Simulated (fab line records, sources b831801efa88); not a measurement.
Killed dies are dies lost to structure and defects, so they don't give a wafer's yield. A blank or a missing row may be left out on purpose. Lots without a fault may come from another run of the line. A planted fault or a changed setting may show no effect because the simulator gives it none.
One fault seen from 2 desks | flow sky130 | each desk has only its own numbers; what lay behind them comes last

THE METROLOGY DESK
What the gauges read, lot by lot, whatever tool the lot ran on: means of the sampled wafers that have a number. A lot is out of limits, marked OUT, if its mean lies more than 4 standard deviations from the usual mean; the brackets give that distance.
Columns: A = POLY_GATE_OVL at SKY_POLY_GATE_OVL_MEAS_14, usual 4 nm; B = cd_nm at SKY_LDD_P_CD_MEAS_07, usual 380.8 nm; C = LI_CONTACT_BOW at SKY_LI_CONTACT_BOW_MEAS_03, usual 54 um; D = cd_nm at SKY_LOCAL_INTERCONNECT_CD_MEAS_11, usual 169.9 nm
lot  | first seen here | A  | B     | C  | D
L729 | day 15 22:17    | 3  | 380.6 | 53 | 170.4
L730 | day 16 10:46    | 3  | 378.0 | 57 | 171.6
L732 | day 18 14:41    | 4  | 381.0 | 53 | 171.5
L738 | day 19 13:18    | -2 | 381.0 | 52 | 169.7
L737 | day 19 13:40    | 9  | 380.3 | 54 | 169.6
L739 | day 19 19:57    | 14 | 381.2 | 64 | 168.2
L740 | day 20 10:04    | 3  | 382.1 | 57 | 169.2
L742 | day 20 19:58    | 9  | 381.2 | 56 | 170.6
L743 | day 21 10:08    | -2 | 382.8 | 49 | 170.1
L748 | day 23 18:26    | 5  | 382.1 | 49 | 170.8
L751 | day 24 09:50    | -2 | 380.1 | 55 | 167.0
L752 | day 24 12:08    | 2  | 381.7 | 50 | 172.3
This desk's finding: nothing out of limits on any of the 12 lots.

THE TOOL OWNER'S DESK: cmp-02
The tool's own readings at SKY_LI_CONTACT_CMP_02 (polishes PSG): means of the sampled wafers that have a number, for each lot that ran on this tool. A lot is out of limits, marked OUT, if its mean lies more than 4 standard deviations from the usual mean; the brackets give that distance.
Columns: A = motor_current_A at SKY_LI_CONTACT_CMP_02, usual 12.6 A; B = slurry_flow_ml_min at SKY_LI_CONTACT_CMP_02, usual 150.0; C = time_to_endpoint_s at SKY_LI_CONTACT_CMP_02, usual 33.0 s
lot  | first seen here | A    | B     | C
L729 | day 27 09:34    | 11.1 | 150.2 | 32.6
L732 | day 30 04:31    | 12.1 | 149.9 | 31.6
L738 | day 30 21:52    | 11.5 | 150.4 | 35.3
L739 | day 31 04:19    | 11.2 | 149.6 | 34.6
L740 | day 31 14:25    | 10.9 | 150.2 | 34.1
L742 | day 31 23:11    | 11.4 | 150.4 | 36.8
This desk's finding: nothing out of limits on any of the 6 lots.

PUT TOGETHER
The metrology desk saw nothing out of limits.
The tool owner's desk saw nothing out of limits.

WHAT THE SIMULATOR HAD PUT IN
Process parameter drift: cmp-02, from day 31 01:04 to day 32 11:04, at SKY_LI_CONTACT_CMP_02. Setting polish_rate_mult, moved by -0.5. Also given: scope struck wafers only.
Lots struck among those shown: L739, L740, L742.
